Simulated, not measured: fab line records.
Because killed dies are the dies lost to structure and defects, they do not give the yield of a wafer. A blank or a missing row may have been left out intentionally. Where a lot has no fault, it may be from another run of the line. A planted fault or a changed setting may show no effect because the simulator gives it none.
What tool caused it? / flow gf180mcu / 12 lots with 36 wafers sampled at 5 steps, on a route of 602 steps

WHAT EACH GAUGE READ, for each wafer
GF_DNWELL_TW_MEAS_09. Usual: DNWELL_TW 1360, standard deviation 14.
lot=L727; measured=day 2 23:10; on=film_metro-04; DNWELL_TW=1385 1397 1397; flag=
lot=L729; measured=day 3 12:00; on=film_metro-04; DNWELL_TW=1371 1374 1366; flag=
lot=L731; measured=day 3 20:37; on=film_metro-03; DNWELL_TW=1357 1356 1352; flag=
lot=L733; measured=day 4 07:31; on=film_metro-04; DNWELL_TW=1377 1378 1374; flag=
lot=L735; measured=day 4 18:37; on=film_metro-04; DNWELL_TW=1378 1373 1362; flag=
lot=L736; measured=day 5 00:13; on=film_metro-03; DNWELL_TW=1359 1347 1355; flag=
lot=L737; measured=day 5 05:14; on=film_metro-03; DNWELL_TW=1354 1346 1352; flag=
lot=L741; measured=day 6 02:30; on=film_metro-03; DNWELL_TW=1358 1343 1350; flag=
lot=L742; measured=day 6 10:09; on=film_metro-03; DNWELL_TW=1352 1361 1354; flag=
lot=L743; measured=day 6 16:39; on=film_metro-04; DNWELL_TW=1381 1374 1387; flag=
lot=L744; measured=day 6 21:11; on=film_metro-04; DNWELL_TW=1393 1389 1394; flag=
lot=L747; measured=day 7 11:43; on=film_metro-03; DNWELL_TW=1351 1342 1356; flag=

GF_POLY_GATE_CD_MEAS_10: target cd 280 nm. Usual: 280.0 nm for cd_nm, sd 1.4.
lot=L727; measured=day 9 10:47; on=cd_sem-01; cd_nm (nm)=277.3 277.9 277.0; flag=
lot=L729; measured=day 10 02:03; on=cd_sem-02; cd_nm (nm)=279.8 279.7 279.7; flag=
lot=L731; measured=day 10 15:34; on=cd_sem-01; cd_nm (nm)=281.1 280.2 281.9; flag=
lot=L733; measured=day 11 03:40; on=cd_sem-01; cd_nm (nm)=282.5 281.1 282.3; flag=
lot=L735; measured=day 11 21:24; on=cd_sem-02; cd_nm (nm)=278.8 278.8 278.3; flag=
lot=L736; measured=day 12 03:02; on=cd_sem-02; cd_nm (nm)=281.1 279.7 279.9; flag=
lot=L737; measured=day 12 08:55; on=cd_sem-02; cd_nm (nm)=282.0 282.4 281.0; flag=
lot=L741; measured=day 13 13:55; on=cd_sem-02; cd_nm (nm)=241.6 240.5 239.7 241.7 240.5 240.0; flag=OFF
lot=L742; measured=day 14 03:29; on=cd_sem-01; cd_nm (nm)=249.2 250.0 247.9 249.4 249.6 248.1; flag=OFF
lot=L743; measured=day 14 10:55; on=cd_sem-01; cd_nm (nm)=249.2 247.4 249.0 249.0 247.4 249.2; flag=OFF
lot=L744; measured=day 14 16:06; on=cd_sem-02; cd_nm (nm)=253.8 253.4 254.7 254.0 254.2 253.9; flag=OFF
lot=L747; measured=day 15 13:07; on=cd_sem-01; cd_nm (nm)=277.9 278.4 278.8; flag=

WHICH TOOL RAN EACH LOT (tool, then ch and the chambers of the sampled wafers, then the start)
lot=L727; GF_STI_STRIP_15=plasma_asher-04 ch 0,1, day 2 06:30; GF_VT_IMPLANT_STRIP_42=plasma_asher-04 ch 0,1, day 7 18:49; GF_POLY_GATE_EXPOSE_07=krf_scanner-02 ch 0, day 9 02:38
lot=L729; GF_STI_STRIP_15=plasma_asher-01 ch 0,1, day 2 18:30; GF_VT_IMPLANT_STRIP_42=plasma_asher-01 ch 0,1, day 8 10:14; GF_POLY_GATE_EXPOSE_07=krf_scanner-01 ch 0, day 9 17:38
lot=L731; GF_STI_STRIP_15=plasma_asher-04 ch 0,1, day 3 03:07; GF_VT_IMPLANT_STRIP_42=plasma_asher-01 ch 0,1, day 8 21:01; GF_POLY_GATE_EXPOSE_07=krf_scanner-01 ch 0, day 10 06:31
lot=L733; GF_STI_STRIP_15=plasma_asher-04 ch 1, day 3 13:28; GF_VT_IMPLANT_STRIP_42=plasma_asher-03 ch 0,1, day 9 09:13; GF_POLY_GATE_EXPOSE_07=krf_scanner-01 ch 0, day 10 18:22
lot=L735; GF_STI_STRIP_15=plasma_asher-01 ch 0,1, day 3 23:55; GF_VT_IMPLANT_STRIP_42=plasma_asher-01 ch 1, day 10 02:28; GF_POLY_GATE_EXPOSE_07=krf_scanner-02 ch 0, day 11 11:46
lot=L736; GF_STI_STRIP_15=plasma_asher-01 ch 0,1, day 4 05:33; GF_VT_IMPLANT_STRIP_42=plasma_asher-01 ch 0,1, day 10 07:55; GF_POLY_GATE_EXPOSE_07=krf_scanner-02 ch 0, day 11 17:17
lot=L737; GF_STI_STRIP_15=plasma_asher-04 ch 0,1, day 4 11:07; GF_VT_IMPLANT_STRIP_42=plasma_asher-03 ch 0,1, day 10 12:49; GF_POLY_GATE_EXPOSE_07=krf_scanner-02 ch 0, day 11 23:31
lot=L741; GF_STI_STRIP_15=plasma_asher-04 ch 0,1, day 5 06:34; GF_VT_IMPLANT_STRIP_42=plasma_asher-01 ch 0,1, day 11 15:23; GF_POLY_GATE_EXPOSE_07=krf_scanner-02 ch 0, day 13 04:13
lot=L742; GF_STI_STRIP_15=plasma_asher-02 ch 0,1, day 5 13:46; GF_VT_IMPLANT_STRIP_42=plasma_asher-04 ch 0,1, day 12 03:43; GF_POLY_GATE_EXPOSE_07=krf_scanner-02 ch 0, day 13 16:41
lot=L743; GF_STI_STRIP_15=plasma_asher-04 ch 0,1, day 5 19:31; GF_VT_IMPLANT_STRIP_42=plasma_asher-03 ch 0,1, day 12 11:49; GF_POLY_GATE_EXPOSE_07=krf_scanner-02 ch 0, day 14 00:46
lot=L744; GF_STI_STRIP_15=plasma_asher-01 ch 0,1, day 5 23:43; GF_VT_IMPLANT_STRIP_42=plasma_asher-04 ch 0,1, day 12 18:07; GF_POLY_GATE_EXPOSE_07=krf_scanner-02 ch 0, day 14 06:08
lot=L747; GF_STI_STRIP_15=plasma_asher-04 ch 0,1, day 6 15:22; GF_VT_IMPLANT_STRIP_42=plasma_asher-03 ch 0,1, day 13 13:02; GF_POLY_GATE_EXPOSE_07=krf_scanner-01 ch 0, day 15 02:46
- GF_STI_STRIP_15: strips in O2/N2.
- GF_VT_IMPLANT_STRIP_42: strips in O2/N2.
- GF_POLY_GATE_EXPOSE_07: exposes mask Poly2, target cd 280 nm.

WHAT THE TOOLS THEMSELVES READ (means of the sampled wafers that have a number; where no wafer has one, the mark that the record gives instead)
GF_STI_STRIP_15. Usual: drypump_motor_current_A 5.9 A, standard deviation 0.45; heater_power_w 340 W, standard deviation 18; oes_product_au 0.384 a.u., standard deviation 0.0053; strip_time_to_endpoint_s 3.73 s, standard deviation 0.045.
lot=L727; tool=plasma_asher-04; drypump_motor_current_A (A)=6.0; heater_power_w (W)=329; oes_product_au (a.u.)=0.387; strip_time_to_endpoint_s (s)=3.76; flag=
lot=L729; tool=plasma_asher-01; drypump_motor_current_A (A)=6.2; heater_power_w (W)=361; oes_product_au (a.u.)=0.385; strip_time_to_endpoint_s (s)=3.73; flag=
lot=L731; tool=plasma_asher-04; drypump_motor_current_A (A)=6.0; heater_power_w (W)=339; oes_product_au (a.u.)=0.393; strip_time_to_endpoint_s (s)=3.78; flag=
lot=L733; tool=plasma_asher-04; drypump_motor_current_A (A)=6.1; heater_power_w (W)=342; oes_product_au (a.u.)=0.389; strip_time_to_endpoint_s (s)=3.74; flag=
lot=L735; tool=plasma_asher-01; drypump_motor_current_A (A)=5.7; heater_power_w (W)=339; oes_product_au (a.u.)=0.382; strip_time_to_endpoint_s (s)=3.71; flag=
lot=L736; tool=plasma_asher-01; drypump_motor_current_A (A)=6.2; heater_power_w (W)=359; oes_product_au (a.u.)=0.381; strip_time_to_endpoint_s (s)=3.74; flag=
lot=L737; tool=plasma_asher-04; drypump_motor_current_A (A)=6.0; heater_power_w (W)=328; oes_product_au (a.u.)=0.381; strip_time_to_endpoint_s (s)=3.70; flag=
lot=L741; tool=plasma_asher-04; drypump_motor_current_A (A)=5.9; heater_power_w (W)=328; oes_product_au (a.u.)=0.381; strip_time_to_endpoint_s (s)=3.69; flag=
lot=L742; tool=plasma_asher-02; drypump_motor_current_A (A)=5.7; heater_power_w (W)=334; oes_product_au (a.u.)=0.381; strip_time_to_endpoint_s (s)=3.74; flag=
lot=L743; tool=plasma_asher-04; drypump_motor_current_A (A)=6.1; heater_power_w (W)=343; oes_product_au (a.u.)=0.387; strip_time_to_endpoint_s (s)=3.71; flag=
lot=L744; tool=plasma_asher-01; drypump_motor_current_A (A)=6.1; heater_power_w (W)=360; oes_product_au (a.u.)=0.384; strip_time_to_endpoint_s (s)=3.73; flag=
lot=L747; tool=plasma_asher-04; drypump_motor_current_A (A)=6.0; heater_power_w (W)=331; oes_product_au (a.u.)=0.383; strip_time_to_endpoint_s (s)=3.75; flag=

GF_VT_IMPLANT_STRIP_42. Usual: drypump_motor_current_A 5.8 A, standard deviation 0.64; heater_power_w 341 W, standard deviation 31; oes_product_au 0.716 a.u., standard deviation 0.0047; strip_time_to_endpoint_s 12.63 s, standard deviation 0.036.
lot=L727; tool=plasma_asher-04; drypump_motor_current_A (A)=6.0; heater_power_w (W)=325; oes_product_au (a.u.)=0.719; strip_time_to_endpoint_s (s)=12.62; flag=
lot=L729; tool=plasma_asher-01; drypump_motor_current_A (A)=6.2; heater_power_w (W)=363; oes_product_au (a.u.)=0.718; strip_time_to_endpoint_s (s)=12.69; flag=
lot=L731; tool=plasma_asher-01; drypump_motor_current_A (A)=6.2; heater_power_w (W)=358; oes_product_au (a.u.)=0.717; strip_time_to_endpoint_s (s)=12.66; flag=
lot=L733; tool=plasma_asher-03; drypump_motor_current_A (A)=5.2; heater_power_w (W)=317; oes_product_au (a.u.)=0.713; strip_time_to_endpoint_s (s)=12.56; flag=
lot=L735; tool=plasma_asher-01; drypump_motor_current_A (A)=6.6; heater_power_w (W)=377; oes_product_au (a.u.)=0.717; strip_time_to_endpoint_s (s)=12.62; flag=
lot=L736; tool=plasma_asher-01; drypump_motor_current_A (A)=5.7; heater_power_w (W)=341; oes_product_au (a.u.)=0.717; strip_time_to_endpoint_s (s)=12.62; flag=
lot=L737; tool=plasma_asher-03; drypump_motor_current_A (A)=5.7; heater_power_w (W)=345; oes_product_au (a.u.)=0.716; strip_time_to_endpoint_s (s)=12.62; flag=
lot=L741; tool=plasma_asher-01; drypump_motor_current_A (A)=5.7; heater_power_w (W)=346; oes_product_au (a.u.)=0.718; strip_time_to_endpoint_s (s)=12.61; flag=
lot=L742; tool=plasma_asher-04; drypump_motor_current_A (A)=6.0; heater_power_w (W)=331; oes_product_au (a.u.)=0.714; strip_time_to_endpoint_s (s)=12.60; flag=
lot=L743; tool=plasma_asher-03; drypump_motor_current_A (A)=5.2; heater_power_w (W)=323; oes_product_au (a.u.)=0.712; strip_time_to_endpoint_s (s)=12.63; flag=
lot=L744; tool=plasma_asher-04; drypump_motor_current_A (A)=6.0; heater_power_w (W)=340; oes_product_au (a.u.)=0.716; strip_time_to_endpoint_s (s)=12.65; flag=
lot=L747; tool=plasma_asher-03; drypump_motor_current_A (A)=5.2; heater_power_w (W)=313; oes_product_au (a.u.)=0.712; strip_time_to_endpoint_s (s)=12.64; flag=

GF_POLY_GATE_EXPOSE_07. Usual: exposure_dose_mJ_cm2 27.971, standard deviation 0.027; stage_vel_mm_s 500.03 mm/s, standard deviation 0.25.
lot=L727; tool=krf_scanner-02; exposure_dose_mJ_cm2=27.967; stage_vel_mm_s (mm/s)=499.80; flag=
lot=L729; tool=krf_scanner-01; exposure_dose_mJ_cm2=27.932; stage_vel_mm_s (mm/s)=499.73; flag=
lot=L731; tool=krf_scanner-01; exposure_dose_mJ_cm2=28.010; stage_vel_mm_s (mm/s)=500.04; flag=
lot=L733; tool=krf_scanner-01; exposure_dose_mJ_cm2=27.995; stage_vel_mm_s (mm/s)=499.97; flag=
lot=L735; tool=krf_scanner-02; exposure_dose_mJ_cm2=27.954; stage_vel_mm_s (mm/s)=500.36; flag=
lot=L736; tool=krf_scanner-02; exposure_dose_mJ_cm2=27.981; stage_vel_mm_s (mm/s)=499.75; flag=
lot=L737; tool=krf_scanner-02; exposure_dose_mJ_cm2=27.934; stage_vel_mm_s (mm/s)=499.88; flag=
lot=L741; tool=krf_scanner-02; exposure_dose_mJ_cm2=36.014; stage_vel_mm_s (mm/s)=499.97; flag=OFF
lot=L742; tool=krf_scanner-02; exposure_dose_mJ_cm2=34.433; stage_vel_mm_s (mm/s)=499.94; flag=OFF
lot=L743; tool=krf_scanner-02; exposure_dose_mJ_cm2=34.373; stage_vel_mm_s (mm/s)=500.28; flag=OFF
lot=L744; tool=krf_scanner-02; exposure_dose_mJ_cm2=33.234; stage_vel_mm_s (mm/s)=500.15; flag=OFF
lot=L747; tool=krf_scanner-01; exposure_dose_mJ_cm2=27.957; stage_vel_mm_s (mm/s)=500.06; flag=

THE ANSWER, worked out from the rows above alone
Rule: a lot counts as off when the mean over its wafers that have a number is more than 3 standard deviations away from the usual mean. A lot without any number at a reading at which 4 lots or more have one is off too. All remaining lots with rows at the step are treated as sound. First the gauges in route order, then the tools' own readings, where a lot's mean is used as printed above. The first step at which some lot is off is used, and at that step the reading that is off furthest; a lot without a number counts as furthest.
Off: L741, L742, L743, L744 (GF_POLY_GATE_CD_MEAS_10, cd_nm).
If a tool, at a process step before that reading, ran all the lots that are off and no sound lot after the first of them, it fits. Not tried: the gauges at GF_POLY_GATE_CD_MEAS_10; whatever is off there is also off at GF_POLY_GATE_EXPOSE_07, on other tools, and gauge error can't account for it. One candidate fits, namely krf_scanner-02 at GF_POLY_GATE_EXPOSE_07. Its last sound lot is L737 (day 11 23:31), its first lot that is off L741 (day 13 04:13): a fault that began between those two fits.
The tool's own readings at GF_POLY_GATE_EXPOSE_07 bear it out: on the lots that are off they differ by more than 5 times the standard deviation of the sound lots' means. exposure_dose_mJ_cm2 reads 34.514 there against 27.966 on the sound lots.

WHAT THE SIMULATOR HAD PUT IN
Drift in process parameters on krf_scanner-02 at GF_POLY_GATE_EXPOSE_07, starting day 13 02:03. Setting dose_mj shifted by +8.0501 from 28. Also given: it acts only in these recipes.
Lots struck among those shown: L741, L742, L743, L744. The rule above found the same.
